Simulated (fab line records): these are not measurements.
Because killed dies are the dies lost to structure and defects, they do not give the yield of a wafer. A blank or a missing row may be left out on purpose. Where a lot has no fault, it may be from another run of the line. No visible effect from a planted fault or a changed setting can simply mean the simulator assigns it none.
fab line records	flow sky130
record: lots: 6	wafers: 18	last_day: 50
route steps=708 shown PWDE@52 NWELL@56 PAD_OPEN@708
lots with no fault: from the same line, run without faults
start_h: hours from the record's opening day to when the first of the lot's shown wafers began	wait_h: hours from the lot's prior step to this one	" as in the row above	L1.1+2: one row covering several wafers at once	- no value, or no start given	* or withheld: withheld	< > ~ a bound
route shown NAME@n: NAME is a module with steps in the file, n the number in the route of the first one	usual: average and standard deviation across the fault-free wafers	same: alike in all rows	chamber/n: place in a boat	sites: the reading at each site	_std_site: the standard deviation of these	_edge_site: inner sites' mean taken away from outer sites' mean	radius_mm: for every site, how far away it sits from the centre of the wafer	mask NAME#n: copy n	behind: the most recent tool/chamber to have shaped the wafer	hold: why the lot went on hold/how many hours it stayed there/how the hold came to an end	device: the transistor (n, p or np) that didn't switch	end of line: at the end of the route, the tests of the same wafers	a step given without rows: its recipe and nothing more	killed: count of dies lost to structure and defects at first sort (not the wafer's yield)	map: shows each die of a wafer: x if killed, . if not, _ if none is there
set.NAME: the setting that was run; set.NAME@STEP: the one run at that earlier step	model.NAME: the simulator's own value behind a step, which no gauge read
lots seen at some steps along the route; tables by step, rows by wafer
services: when a tool's chamber went out of use (start_h, in hours from the record's first day, below 0 if earlier), for how many hours, and the reason
== steps ==
step: SKY_PWDE_OVL_MEAS_07
usual: PWDE_OVL: 0.0/1.6
lot.wafer	tool	chamber	start_h	wait_h	PWDE_OVL[nm]
L180.2	overlay-02	-	76.11	-	0.1
L180.4	"	-	"	"	-2.0
L180.5	"	-	"	"	-0.1
L184.1	overlay-01	-	96.52	-	0.5
L184.2	"	-	"	"	-1.3
L184.6	"	-	"	"	0.3
L193.2	overlay-02	-	154.18	-	-3.1
L193.5	"	-	"	"	-2.2
L193.6	"	-	"	"	-4.4
L194.1	overlay-01	-	158.87	-	0.7
L194.2	"	-	"	"	-0.3
L194.6	"	-	"	"	1.8
L200.1	overlay-01	-	191.80	-	-0.8
L200.3	"	-	"	"	-1.3
L200.6	"	-	"	"	-1.3
L201.2	overlay-01	-	195.71	-	0.1
L201.3	"	-	"	"	1.1
L201.4	"	-	"	"	0.0
step: SKY_PWDE_IMPLANT_08
recipe: species: B	energy_kev: 150	dose_cm2: 3.6e+12	tilt_deg: withheld
step: SKY_PWDE_STRIP_09
recipe: chemistry: O2/N2	power_w: 1400	pressure_mtorr: 1500	platen_temp_c: withheld	o2_flow_sccm: 3000	n2_flow_sccm: 300	overash_fraction: 0.5
usual: drypump_motor_current_A: 5.7/0.48	oes_product_au: 0.722/0.0045	strip_time_to_endpoint_s: 36.94/0.093
lot.wafer	tool	chamber	start_h	wait_h	drypump_motor_current_A	oes_product_au	rf_hours_counter_h	strip_time_to_endpoint_s
L180.2	plasma_asher-04	0	76.29	0.1	5.3	0.725	35	36.87
L180.4	"	0	"	"	5.3	0.727	-	36.95
L180.5	"	0	"	"	5.3	0.723	-	36.90
L184.1	plasma_asher-03	1	96.71	0.1	5.1	0.722	41	37.00
L184.2	"	0	"	"	5.6	0.727	41	36.97
L184.6	"	0	"	"	5.6	0.724	-	37.06
L193.2	plasma_asher-04	0	154.36	0.1	5.3	0.718	43	36.95
L193.5	"	1	"	"	6.4	0.725	-	36.92
L193.6	"	0	"	"	5.3	0.715	-	37.02
L194.1	plasma_asher-04	1	159.06	0.1	6.4	0.720	44	36.90
L194.2	"	0	"	"	5.3	0.722	44	36.86
L194.6	"	0	"	"	5.3	0.724	-	36.75
L200.1	plasma_asher-03	0	191.99	0.1	5.6	0.722	7	36.90
L200.3	"	1	"	"	5.1	0.720	-	36.87
L200.6	"	1	"	"	5.1	0.717	-	36.89
L201.2	plasma_asher-01	1	195.89	0.1	6.1	0.729	52	36.91
L201.3	"	0	"	"	5.3	0.721	-	36.91
L201.4	"	1	"	"	6.1	0.729	-	37.04
step: SKY_PWDE_TW_MEAS_10
usual: PWDE_TW: 372/5.3
lot.wafer	tool	chamber	start_h	wait_h	PWDE_TW
L180.2	film_metro-04	-	76.40	0.1	374
L180.4	"	-	"	"	374
L180.5	"	-	"	"	373
L184.1	film_metro-04	-	96.81	0.1	372
L184.2	"	-	"	"	369
L184.6	"	-	"	"	370
L193.2	film_metro-03	-	154.47	0.1	378
L193.5	"	-	"	"	379
L193.6	"	-	"	"	377
L194.1	film_metro-04	-	159.16	0.1	371
L194.2	"	-	"	"	375
L194.6	"	-	"	"	374
L200.1	film_metro-04	-	192.09	0.1	373
L200.3	"	-	"	"	373
L200.6	"	-	"	"	373
L201.2	film_metro-01	-	196.00	0.1	363
L201.3	"	-	"	"	362
L201.4	"	-	"	"	365
step: SKY_NWELL_DEHYDRATE_03
recipe: temp_c: 200	time_s: 60
step: SKY_NWELL_HMDS_04
recipe: prime_time_s: 60	prime_temp_c: 120
step: SKY_NWELL_COAT_05
recipe: spin_rpm: 2000	resist_thk_nm: 3000
step: SKY_NWELL_SOFTBAKE_06
recipe: temp_c: 110	time_s: withheld
step: SKY_NWELL_EXPOSE_07
recipe: mask_id: NWM	na: 0.6	source_shape: conventional	sigma_outer: 0.6	polarization: unpolarized	target_cd_nm: 840	dose_mj: 255
step: SKY_NWELL_PEB_08
recipe: temp_c: 115	time_s: withheld
step: SKY_NWELL_DEVELOP_09
recipe: wall_angle_deg: 90	developer: TMAH	develop_time_s: 60	dev_temp_c: 23
step: SKY_NWELL_OVL_MEAS_10
usual: NWELL_00_OVL: -0.1/1.4
lot.wafer	tool	chamber	start_h	wait_h	NWELL_00_OVL[nm]
L180.2	overlay-01	-	93.39	-	-0.4
L180.4	"	-	"	"	-0.6
L180.5	"	-	"	"	1.6
L184.1	overlay-01	-	114.53	-	1.7
L184.2	"	-	"	"	2.5
L184.6	"	-	"	"	0.1
L193.2	overlay-01	-	174.08	-	-1.7
L193.5	"	-	"	"	-0.9
L193.6	"	-	"	"	-1.8
L194.1	overlay-02	-	180.18	-	1.8
L194.2	"	-	"	"	0.7
L194.6	"	-	"	"	-1.5
L200.1	overlay-02	-	213.33	-	-1.7
L200.3	"	-	"	"	-1.2
L200.6	"	-	"	"	-1.8
L201.2	overlay-01	-	217.01	-	-2.1
L201.3	"	-	"	"	-1.8
L201.4	"	-	"	"	-1.8
step: SKY_NWELL_IMPLANT_11
recipe: species: P	energy_kev: 400	dose_cm2: 1.9e+13	tilt_deg: withheld
usual: beam_on_s: 9.99/0.21	dose_ions_cm2: 1.9002e+13/2.1e+10	faraday_current_uA: 107.3/2.2
same: implant_ion_amu: 31
lot.wafer	tool	chamber	start_h	wait_h	beam_on_s	dose_ions_cm2	faraday_current_uA
L180.2	implanter-03	0	93.45	0.0	9.96	1.8977e+13	107.7
L180.4	"	0	"	"	9.59	1.9e+13	110.8
L180.5	"	0	"	"	10.46	1.9003e+13	102.5
L184.1	implanter-04	0	114.56	0.0	10.03	1.8999e+13	106.9
L184.2	"	0	"	"	9.80	1.9023e+13	109.9
L184.6	"	0	"	"	10.08	1.8991e+13	106.4
L193.2	implanter-04	0	174.14	0.0	12.76	3.6461e+13	160.6
L193.5	"	0	"	"	13.47	3.6481e+13	153.0
L193.6	"	0	"	"	13.36	3.646e+13	154.2
L194.1	implanter-04	0	180.21	0.0	13.04	3.6461e+13	157.4
L194.2	"	0	"	"	13.14	3.6402e+13	156.3
L194.6	"	0	"	"	13.00	3.6407e+13	158.4
L200.1	implanter-01	0	213.36	0.0	10.15	1.9007e+13	105.7
L200.3	"	0	"	"	9.96	1.903e+13	107.9
L200.6	"	0	"	"	10.14	1.8986e+13	105.5
L201.2	implanter-03	0	217.06	0.0	9.69	1.9014e+13	110.4
L201.3	"	0	"	"	9.81	1.8992e+13	109.0
L201.4	"	0	"	"	9.96	1.9026e+13	107.6
step: SKY_NWELL_IMPLANT_12
recipe: species: P	energy_kev: 120	dose_cm2: 1.3e+12	tilt_deg: withheld
step: SKY_NWELL_IMPLANT_13
recipe: species: P	energy_kev: 50	dose_cm2: 7e+11	tilt_deg: withheld
step: SKY_NWELL_STRIP_14
recipe: chemistry: O2/N2	power_w: 1400	pressure_mtorr: 1500	platen_temp_c: withheld	o2_flow_sccm: 3000	n2_flow_sccm: 300	overash_fraction: 0.5
usual: drypump_motor_current_A: 5.8/0.54	oes_product_au: 0.722/0.0037	strip_time_to_endpoint_s: 36.90/0.093
lot.wafer	tool	chamber	start_h	wait_h	drypump_motor_current_A	oes_product_au	rf_hours_counter_h	strip_time_to_endpoint_s
L180.2	plasma_asher-04	0	93.87	0.1	5.3	0.723	37	36.93
L180.4	"	1	"	"	6.4	0.715	-	36.93
L180.5	"	0	"	"	5.3	0.722	-	36.97
L184.1	plasma_asher-04	0	115.01	0.1	5.3	0.725	39	36.84
L184.2	"	1	"	"	6.4	0.716	39	36.93
L184.6	"	0	"	"	5.3	0.723	-	36.84
L193.2	plasma_asher-04	1	174.56	0.1	6.4	0.716	45	36.84
L193.5	"	0	"	"	5.3	0.723	-	36.80
L193.6	"	1	"	"	6.4	0.719	-	36.87
L194.1	plasma_asher-02	1	180.66	0.1	6.4	0.723	40	36.85
L194.2	"	0	"	"	5.3	0.717	40	36.89
L194.6	"	1	"	"	6.4	0.730	-	36.71
L200.1	plasma_asher-04	0	213.81	0.1	5.3	0.723	48	37.06
L200.3	"	0	"	"	5.3	0.724	-	36.91
L200.6	"	0	"	"	5.3	0.726	-	36.99
L201.2	plasma_asher-04	0	217.49	0.1	5.3	0.723	49	36.73
L201.3	"	0	"	"	5.3	0.723	-	36.68
L201.4	"	1	"	"	6.4	0.721	-	36.74
step: SKY_NWELL_TW_MEAS_15
usual: NWELL_TW: 1814/28
lot.wafer	tool	chamber	start_h	wait_h	hold	NWELL_TW
L180.2	film_metro-04	-	93.98	0.1	-	1818
L180.4	"	-	"	"	-	1824
L180.5	"	-	"	"	-	1810
L184.1	film_metro-03	-	115.11	0.1	-	1828
L184.2	"	-	"	"	-	1828
L184.6	"	-	"	"	-	1835
L193.2	film_metro-01	-	174.67	0.1	await_dispo/0.2h/release	2166
L193.5	"	-	"	"	await_dispo/0.2h/release	2160
L193.6	"	-	"	"	await_dispo/0.2h/release	2158
L193.2	film_metro-01	-	174.90	0.2	-	2171
L193.5	"	-	"	"	-	2159
L193.6	"	-	"	"	-	2164
L194.1	film_metro-01	-	180.76	0.1	await_dispo/0.2h/release	2157
L194.2	"	-	"	"	await_dispo/0.2h/release	2161
L194.6	"	-	"	"	await_dispo/0.2h/release	2161
L194.1	film_metro-01	-	180.99	0.2	-	2162
L194.2	"	-	"	"	-	2171
L194.6	"	-	"	"	-	2169
L200.1	film_metro-01	-	213.91	0.1	-	1780
L200.3	"	-	"	"	-	1777
L200.6	"	-	"	"	-	1776
L201.2	film_metro-03	-	217.60	0.1	-	1853
L201.3	"	-	"	"	-	1854
L201.4	"	-	"	"	-	1850
step: SKY_NWELL_HMDS_17
recipe: prime_time_s: 60	prime_temp_c: 120
step: SKY_NWELL_COAT_18
recipe: spin_rpm: 2000	resist_thk_nm: 3000
step: SKY_NWELL_SOFTBAKE_19
recipe: temp_c: 110	time_s: withheld
step: SKY_NWELL_EXPOSE_20
recipe: mask_id: NWM_COMPLEMENT	na: 0.6	source_shape: conventional	sigma_outer: 0.6	polarization: unpolarized	target_cd_nm: 840	dose_mj: 260
step: SKY_NWELL_PEB_21
recipe: temp_c: 115	time_s: withheld
step: SKY_NWELL_DEVELOP_22
recipe: wall_angle_deg: 90	developer: TMAH	develop_time_s: 60	dev_temp_c: 23
step: SKY_NWELL_OVL_MEAS_23
usual: NWELL_01_OVL: 0.0/1.4
lot.wafer	tool	chamber	start_h	wait_h	NWELL_01_OVL[nm]
L180.2	overlay-01	-	111.54	-	0.1
L180.4	"	-	"	"	2.7
L180.5	"	-	"	"	-1.0
L184.1	overlay-01	-	133.69	-	-0.1
L184.2	"	-	"	"	-0.8
L184.6	"	-	"	"	0.0
L193.2	overlay-01	-	196.23	-	-0.6
L193.5	"	-	"	"	-0.3
L193.6	"	-	"	"	-2.4
L194.1	overlay-01	-	201.09	-	-0.7
L194.2	"	-	"	"	0.0
L194.6	"	-	"	"	-0.4
L200.1	overlay-02	-	236.08	-	-0.5
L200.3	"	-	"	"	-2.4
L200.6	"	-	"	"	-0.2
L201.2	overlay-02	-	240.71	-	0.8
L201.3	"	-	"	"	3.4
L201.4	"	-	"	"	2.1
step: SKY_NWELL_IMPLANT_24
recipe: species: B	energy_kev: 140	dose_cm2: 9.2e+12	tilt_deg: withheld
step: SKY_NWELL_STRIP_25
recipe: chemistry: O2/N2	power_w: 1400	pressure_mtorr: 1500	platen_temp_c: withheld	o2_flow_sccm: 3000	n2_flow_sccm: 300	overash_fraction: 0.5
usual: drypump_motor_current_A: 5.7/0.53	oes_product_au: 0.722/0.0044	strip_time_to_endpoint_s: 36.90/0.11
lot.wafer	tool	chamber	start_h	wait_h	drypump_motor_current_A	oes_product_au	rf_hours_counter_h	strip_time_to_endpoint_s
L180.2	plasma_asher-04	1	111.72	0.1	6.4	0.726	39	36.92
L180.4	"	0	"	"	5.3	0.718	-	37.00
L180.5	"	1	"	"	6.4	0.727	-	37.02
L184.1	plasma_asher-04	1	133.87	0.1	6.4	0.718	41	36.96
L184.2	"	0	"	"	5.3	0.721	41	37.02
L184.6	"	1	"	"	6.4	0.720	-	36.92
L193.2	plasma_asher-04	1	196.41	0.1	6.4	0.725	47	36.96
L193.5	"	0	"	"	5.3	0.729	-	37.04
L193.6	"	1	"	"	6.4	0.723	-	36.92
L194.1	plasma_asher-03	1	201.27	0.1	5.1	0.725	8	36.79
L194.2	"	0	"	"	5.6	0.730	8	36.66
L194.6	"	0	"	"	5.6	0.724	-	36.78
L200.1	plasma_asher-02	0	236.27	0.1	5.3	0.722	46	36.82
L200.3	"	0	"	"	5.3	0.716	-	36.77
L200.6	"	0	"	"	5.3	0.716	-	36.89
L201.2	plasma_asher-02	1	240.89	0.1	6.3	0.722	46	36.85
L201.3	"	1	"	"	6.3	0.720	-	36.79
L201.4	"	0	"	"	5.3	0.726	-	36.78
step: SKY_NWELL_TW_MEAS_26
usual: NWELL_2_TW: 494/7.8
lot.wafer	tool	chamber	start_h	wait_h	NWELL_2_TW
L180.2	film_metro-03	-	111.83	0.1	500
L180.4	"	-	"	"	501
L180.5	"	-	"	"	500
L184.1	film_metro-03	-	133.97	0.1	498
L184.2	"	-	"	"	499
L184.6	"	-	"	"	501
L193.2	film_metro-04	-	196.52	0.1	498
L193.5	"	-	"	"	499
L193.6	"	-	"	"	497
L194.1	film_metro-03	-	201.37	0.1	505
L194.2	"	-	"	"	506
L194.6	"	-	"	"	506
L200.1	film_metro-04	-	236.37	0.1	497
L200.3	"	-	"	"	495
L200.6	"	-	"	"	496
L201.2	film_metro-01	-	241.00	0.1	484
L201.3	"	-	"	"	484
L201.4	"	-	"	"	487
step: SKY_NWELL_CLEAN_27
recipe: chemistry: SC1/SC2	mix: 1:4:20	temp_c: 70	time_s: 150	dry: n2_spin
step: SKY_NWELL_RTA_28
recipe: temp_c: 1050	time_s: 30	idle_temp_c: 650	ramp_up_c_per_s: 150	ramp_down_c_per_s: 90	ambient: N2
usual: anneal_temp_c_max: 1056/3.5	lamp_power_pct: 25.30/0.055	wafer_temp_C_max: 1054.8/0.93
same: time_s: 30
lot.wafer	tool	chamber	start_h	wait_h	anneal_temp_c_max	lamp_power_pct	wafer_temp_C_max
L180.2	rtp_anneal-02	0	111.95	0.0	1053	25.40	1054.5
L180.4	"	0	"	"	1053	25.24	1054.4
L180.5	"	0	"	"	1052	25.33	1054.7
L184.1	rtp_anneal-01	0	134.09	0.0	1059	25.32	1055.6
L184.2	"	0	"	"	1059	25.21	1053.3
L184.6	"	0	"	"	1063	25.23	1054.1
L193.2	rtp_anneal-01	0	196.64	0.0	1059	25.32	1055.1
L193.5	"	0	"	"	1058	25.30	1055.6
L193.6	"	0	"	"	1060	25.23	1056.1
L194.1	rtp_anneal-01	0	201.49	0.0	1060	25.38	1054.5
L194.2	"	0	"	"	1060	25.28	1053.7
L194.6	"	0	"	"	1060	25.30	1055.7
L200.1	rtp_anneal-01	0	236.48	0.0	1057	25.31	1054.4
L200.3	"	0	"	"	1061	25.32	1054.4
L200.6	"	0	"	"	1058	25.29	1053.8
L201.2	rtp_anneal-01	0	241.11	0.0	1059	25.29	1056.2
L201.3	"	0	"	"	1060	25.31	1055.6
L201.4	"	0	"	"	1058	25.29	1054.3
step: SKY_NWELL_RS_MEAS_29
recipe: thk_meas_gauge: four-point-probe
usual: NWELL_RS: 624.2/1.8
lot.wafer	tool	chamber	start_h	wait_h	hold	NWELL_RS[ohm/sq]
L180.2	film_metro-01	-	112.05	0.1	-	622.9
L180.4	"	-	"	"	-	623.6
L180.5	"	-	"	"	-	624.3
L184.1	film_metro-04	-	134.19	0.1	-	623.7
L184.2	"	-	"	"	-	623.1
L184.6	"	-	"	"	-	623.8
L193.2	film_metro-01	-	196.74	0.1	await_dispo/0.2h/release	439.5
L193.5	"	-	"	"	await_dispo/0.2h/release	439.8
L193.6	"	-	"	"	await_dispo/0.2h/release	440.5
L193.2	film_metro-01	-	197.10	0.3	-	440.2
L193.5	"	-	"	"	-	440.9
L193.6	"	-	"	"	-	440.6
L194.1	film_metro-03	-	201.59	0.1	await_dispo/0.2h/release	440.5
L194.2	"	-	"	"	await_dispo/0.2h/release	442.0
L194.6	"	-	"	"	await_dispo/0.2h/release	440.8
L194.1	film_metro-03	-	201.95	0.3	-	439.5
L194.2	"	-	"	"	-	440.7
L194.6	"	-	"	"	-	441.5
L200.1	film_metro-03	-	236.58	0.1	-	621.5
L200.3	"	-	"	"	-	623.9
L200.6	"	-	"	"	-	622.4
L201.2	film_metro-04	-	241.22	0.1	-	623.5
L201.3	"	-	"	"	-	623.4
L201.4	"	-	"	"	-	623.0
step: SKY_PAD_OPEN_PROBE_99
usual: defect_limited_yield: 82.4/1.9	killed_at_M0_to_M3: 43/7.1	killed_at_M4_up: 3.2/1.7	killed_at_contacts: 24/5.6	killed_at_front_end: 16/5	killed_at_other: 0.4/0.68	killed_dies: 86/9.3	killed_open: 47/7.1	killed_short: 39/5.7	sort_bin_3_pad_short: 0.9/0.38	sort_bin_5_function: 10.4/1.5	sort_bin_6_memory: 6.3/1.3	sort_n_pass: 406/9.3	sort_yield_pct: 82.4/1.9
same: gross_dies: 492	killed_at_back_side: 0	sort_bin_4_leakage[%]: 0	sort_bin_8_speed[%]: 0
lot.wafer	tool	chamber	start_h	wait_h	defect_limited_yield[%]	killed_at_M0_to_M3	killed_at_M4_up	killed_at_contacts	killed_at_front_end	killed_at_other	killed_dies	killed_open	killed_short	sort_bin_3_pad_short[%]	sort_bin_5_function[%]	sort_bin_6_memory[%]	sort_n_pass	sort_yield_pct[%]
L184.1	prober-02	-	1111.09	0.1	83.3	37	3	19	23	0	82	42	40	0.6	11.0	5.1	410	83.3
L184.2	prober-02	-	1111.14	0.1	86.2	31	1	18	18	0	68	33	35	0.4	7.9	5.5	424	86.2
L184.6	prober-02	-	1111.34	0.2	83.5	32	1	28	20	0	81	42	39	0.6	11.0	4.9	411	83.5
L201.2	prober-02	-	1201.87	0.1	83.9	49	2	17	11	0	79	41	38	1.6	8.5	5.9	413	83.9
L201.3	prober-02	-	1201.92	0.2	85.4	36	4	19	13	0	72	41	31	1.0	10.6	3.0	420	85.4
L201.4	prober-02	-	1201.97	0.2	83.1	34	3	25	18	3	83	45	36	0.4	9.8	6.7	409	83.1
killed by level:class
L184.1 VIA1:geometric_particle:open=8 FIELD_ISO:geometric_particle:open=7 LI_CONTACT:geometric_particle:open=7 METAL1:geometric_particle:short=6 CONTACT:geometric_particle:open=5 FIELD_ISO:geometric_particle:short=4 CONTACT:geometric_particle:short=4 VIA3:geometric_particle:short=4
L184.2 FIELD_ISO:geometric_particle:short=6 METAL1:geometric_particle:short=6 VIA1:geometric_particle:open=6 VIA3:geometric_particle:open=6 CONTACT:geometric_particle:open=5 LI_CONTACT:geometric_particle:short=4 VIA2:geometric_particle:open=4 FIELD_ISO:geometric_particle:open=3
L184.6 CONTACT:geometric_particle:open=13 METAL2:geometric_particle:short=9 FIELD_ISO:geometric_particle:short=8 VIA1:geometric_particle:short=8 LI_CONTACT:geometric_particle:open=7 VIA1:geometric_particle:open=5 FIELD_ISO:geometric_particle:open=4 LOCAL_INTERCONNECT:geometric_particle:short=4
L201.2 VIA1:geometric_particle:open=13 VIA3:geometric_particle:open=10 CONTACT:geometric_particle:open=6 METAL2:geometric_particle:short=5 LOCAL_INTERCONNECT:geometric_particle:short=4 CONTACT:geometric_particle:short=4 VIA2:geometric_particle:short=4 VIA3:geometric_particle:short=4
L201.3 CONTACT:geometric_particle:open=11 VIA3:geometric_particle:open=8 FIELD_ISO:geometric_particle:short=6 LI_CONTACT:geometric_particle:open=5 VIA1:geometric_particle:open=5 VIA2:geometric_particle:short=5 METAL3:geometric_particle:short=4 METAL4:geometric_particle:short=4
L201.4 FIELD_ISO:geometric_particle:short=8 VIA1:geometric_particle:open=7 CONTACT:geometric_particle:open=7 VIA2:geometric_particle:open=7 LI_CONTACT:geometric_particle:open=6 VIA3:geometric_particle:open=6 LOCAL_INTERCONNECT:geometric_particle:short=4 CONTACT:geometric_particle:short=4
== services ==
tool	chamber	start_h	hours	kind
implanter-04	-	53.72	1.9	repair
implanter-01	-	82.29	2.8	repair
plasma_asher-04	-	98.52	3.2	repair
implanter-04	-	106.46	1.2	repair
plasma_asher-03	-	108.84	9.0	pm
plasma_asher-03	0	108.84	9.0	vent_cycle
plasma_asher-03	1	108.84	9.0	vent_cycle
rtp_anneal-01	-	112.71	3.8	pm
plasma_asher-02	-	115.57	2.8	pm
plasma_asher-03	0	117.84	-	clean
plasma_asher-03	1	117.84	-	clean
implanter-03	-	131.61	3.2	pm
implanter-03	-	139.06	3.4	repair
implanter-03	-	146.76	5.8	repair
implanter-03	-	184.48	2.4	repair
implanter-04	-	192.85	3.6	pm
implanter-04	-	213.52	4.1	pm
implanter-01	-	224.24	0.8	repair
== key ==
first_sign: step: SKY_NWELL_IMPLANT_11	reading: dose_ions_cm2	direction: up	sigmas: 99+	usual: *	struck: *
effect: step: SKY_NWELL_IMPLANT_11	reading: faraday_current_uA	direction: up	sigmas: 22	usual: 107.3	struck: 156.7
effect: step: SKY_NWELL_TW_MEAS_15	reading: visit	direction: added
effect: step: SKY_NWELL_TW_MEAS_15	reading: NWELL_TW	direction: up	sigmas: 12	usual: 1814	struck: 2161
effect: step: SKY_NWELL_RS_MEAS_29	reading: visit	direction: added
effect: step: SKY_NWELL_RS_MEAS_29	reading: NWELL_RS	direction: down	sigmas: 99+	usual: 624.2	struck: 440.5
met_at SKY_NWELL_IMPLANT_11
struck_wafers L193.2,L193.5,L193.6,L194.1,L194.2,L194.6
scrapped_behind SKY_NWELL_RS_MEAS_29 L193.2,L193.5,L193.6,L194.1,L194.2,L194.6
onset_between 114.56 174.14
fault: kind: process_parameter_drift	tool: implanter-04	chamber: -	onset_h: 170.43	steps: SKY_NWELL_IMPLANT_11	channel: dose_cm2	offset: *	shape: step	end_h: 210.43	acts_in: *	stated: *
